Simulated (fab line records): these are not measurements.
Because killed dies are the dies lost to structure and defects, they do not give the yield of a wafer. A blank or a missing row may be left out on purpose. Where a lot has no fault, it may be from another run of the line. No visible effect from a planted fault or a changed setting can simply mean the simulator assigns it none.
Problem report in the 8D (eight disciplines) form, filled by code / flow sky130 / the parts of the form that need people (team, actions taken, sign-off) are left out

1. THE ISSUE
NWELL_2_TW at SKY_NWELL_TW_MEAS_26 reads a mean of 470 on 2 wafers of 2 lots; wafers without a fault read 495 with a standard deviation of 3.5. That is -7.0 standard deviations from the usual mean.
Seen first at day 8 07:32 on filmMetro-01, wafer L193.3. The record holds 37 wafers of 13 lots with a number at this step. Rule for "out", or "out of limits": more than 4 standard deviations from the usual mean. The other wafers with a number count as sound.

2. WHAT IT IS; WHAT IT IS NOT
question=which readings at this step | is=NWELL_2_TW | is not=-
question=which lots | is=L193, L194 | is not=L181, L185, L186, L187, L188, L189, L190, L191, L202, L203, L204
question=which wafers of those lots | is=L193.3, L194.3 | is not=L193.5, L194.6
question=read on which gauges | is=filmMetro-01, filmMetro-03 | is not=filmMetro-04
question=when | is=from day 8 07:32 | is not=up to then (25 sound wafers); but 10 sound wafers of L194, L202, L203, L204 came after

3. THE SUSPECTS, EACH WITH WHAT RULES IT OUT
Counting: a tool at a process step up to the reading stays a suspect if it ran every lot that is out. Sound lots after the first of them don't rule it out here, since some wafers of a struck lot are sound.
- the gauge at SKY_NWELL_TW_MEAS_26: ruled out. Those wafers that are out were read across 2 gauges (filmMetro-01, filmMetro-03).
- implanter-02 at SKY_NWELL_IMPLANT_24: kept. It processed each lot that is out (first: L193, day 8 07:19); up to then, its last sound lot is L191 (day 7 20:46). Its own beamOnS, faradayCurrentUA readings are out on those wafers.
After counting, what remains is implanter-02 at SKY_NWELL_IMPLANT_24.

4. THE CAUSE (what the simulator had put in)
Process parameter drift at SKY_NWELL_IMPLANT_24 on implanter-02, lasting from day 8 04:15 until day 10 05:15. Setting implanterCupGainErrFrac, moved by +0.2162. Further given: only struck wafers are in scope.
After counting, this tool was the only one left.

5. SEQUENCE OF EFFECTS, ordered by route
One row per reading whose mean, taken over the struck wafers that have a number, lies over 3 standard deviations from the usual. Scope: only readings with a usual standard deviation given in the record; hours: median across lots of the time from each lot's start at the first step in this table that gives one to its start at this step; sigmas: change in usual standard deviations.
hours=0; step=SKY_NWELL_IMPLANT_24; reading=beamOnS; usual=10.00 s; on struck wafers=8.17; change=-1.83; sigmas=-9.6
hours=0; step=SKY_NWELL_IMPLANT_24; reading=faradayCurrentUA; usual=51.9; on struck wafers=63.7; change=+11.8; sigmas=+12
hours=0; step=SKY_NWELL_TW_MEAS_26; reading=NWELL_2_TW; usual=495; on struck wafers=470; change=-24; sigmas=-7.0
It contains these process steps:
- SKY_NWELL_IMPLANT_24

6. WHAT WOULD HAVE CAUGHT IT SOONER
3 hours passed between the start of the fault at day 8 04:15 and the first reading out of limits at a measuring or inspecting step in this record, taken at day 8 07:32.
Tool's own readings at SKY_NWELL_IMPLANT_24, beamOnS, faradayCurrentUA: out on all struck wafers the step has rows for; an alarm limit on them would have tripped on the first.
Lots out: 2; of these, L194 started SKY_NWELL_IMPLANT_24 on implanter-02 after day 8 07:32. A hold on the tool at that time would have spared it.
